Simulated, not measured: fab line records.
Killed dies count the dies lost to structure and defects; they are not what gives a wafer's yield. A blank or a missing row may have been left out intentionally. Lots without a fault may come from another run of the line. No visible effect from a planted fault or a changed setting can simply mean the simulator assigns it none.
A struck lot beside a sound one    flow gf180mcu    15 out of 602 route steps
Sound: the wafers L634.2, L634.5, L634.6. Struck: wafers L653.1, L653.2, L653.3. The cause is given at the end.
At each step with rows: each side's tool, then ch and its chambers, then its first start. Under that, the readings that differ: sound wafers    struck wafers    difference of the means    sigmas: that difference in standard deviations of wafers without a fault.
alike: readings whose means differ by less than 2 such deviations, and words and numbers that are the same on both sides. not compared: withheld readings, readings that some wafer has no value for, bounds like >300 that may hide the same value, and numbers for which the record gives no deviation and whose values overlap.
A row with sigmas, a row that says differs or no value, or rows on one side alone: a step with any of these is where the two part. When numbers do not overlap yet have no deviation, they are printed without sigmas and do not part them. A reading missing from all wafers of one side parts the sides only when that side holds two or more wafers.

GF_PSD_RS_MEAS_15: measurement is done with a four-point probe.
  sound on film_metro-03 at day 14 00:46; struck on film_metro-01 at day 21 01:44
  alike: PSD_RS
GF_SAB_CVD_00: deposits SiO2 from TEOS, target thk 50 nm, time 4.9302 s.
  sound on pecvd-04 ch 0,1,2, day 14 00:52; struck on pecvd-04 ch 0,1,2, day 21 01:51
  alike: heater_power_w
GF_SAB_THK_MEAS_01:
  sound on film_metro-04 at day 14 00:54; struck on film_metro-02 at day 21 01:52
  alike: SAB_CVD_00_THK
then, 7 steps without rows for these wafers: GF_SAB_DEHYDRATE_02 (time 60 s); GF_SAB_HMDS_03 (prime time 60 s); GF_SAB_COAT_04 (resist thk 1000 nm); GF_SAB_SOFTBAKE_05 (time 60 s); GF_SAB_EXPOSE_06 (exposes mask SAB, target cd 420 nm); GF_SAB_PEB_07; GF_SAB_DEVELOP_08 (develop time 60 s).
GF_SAB_CD_MEAS_09: the cd target is 420 nm.
  sound on cd_sem-01 at day 14 21:42; struck on cd_sem-01 at day 22 01:40
  alike: cd_nm
GF_SAB_OVL_MEAS_10:
  sound on overlay-02 at day 14 21:48; struck on overlay-01 at day 22 01:47
  alike: SAB_OVL
GF_SAB_ETCH_11: etches SiO2 in C4F8/O2/Ar, target depth 55 nm, time 8.5 s.
  sound on rie_diel-04 ch 1,2,3, day 14 21:50; struck on rie_diel-01 ch 0,1,2, day 22 01:49
reading                          sound              struck             difference  sigmas
model.SAB.feature_depth_nm (nm)  55.05 55.27 54.44  69.66 70.11 70.54  +15.18      
model.etch.depth_nm (nm)         55.05 55.27 54.44  69.66 70.11 70.54  +15.18      
  alike: bias_w, chamber_pressure_mTorr, oes_product_au
  not compared: rf_hours_counter_h
then, 1 step without rows for these wafers: GF_SAB_WET_ETCH_12 (etches SiO2 in dHF, target depth 22 nm, time 440 s).
-- the record jumps here: 12 days lie between the struck wafers' starts before and after (it left off in module SAB and takes up again in module PASSIVATION, whose first step shown is number 602 of the route) --
GF_PASSIVATION_PROBE_99:
  only the struck wafers here have rows in the record (prober-01, day 34 06:14); the sound ones have none

WHERE THEY PART
Within this record, at GF_PASSIVATION_PROBE_99 only.

WHY: the cause the simulator had injected
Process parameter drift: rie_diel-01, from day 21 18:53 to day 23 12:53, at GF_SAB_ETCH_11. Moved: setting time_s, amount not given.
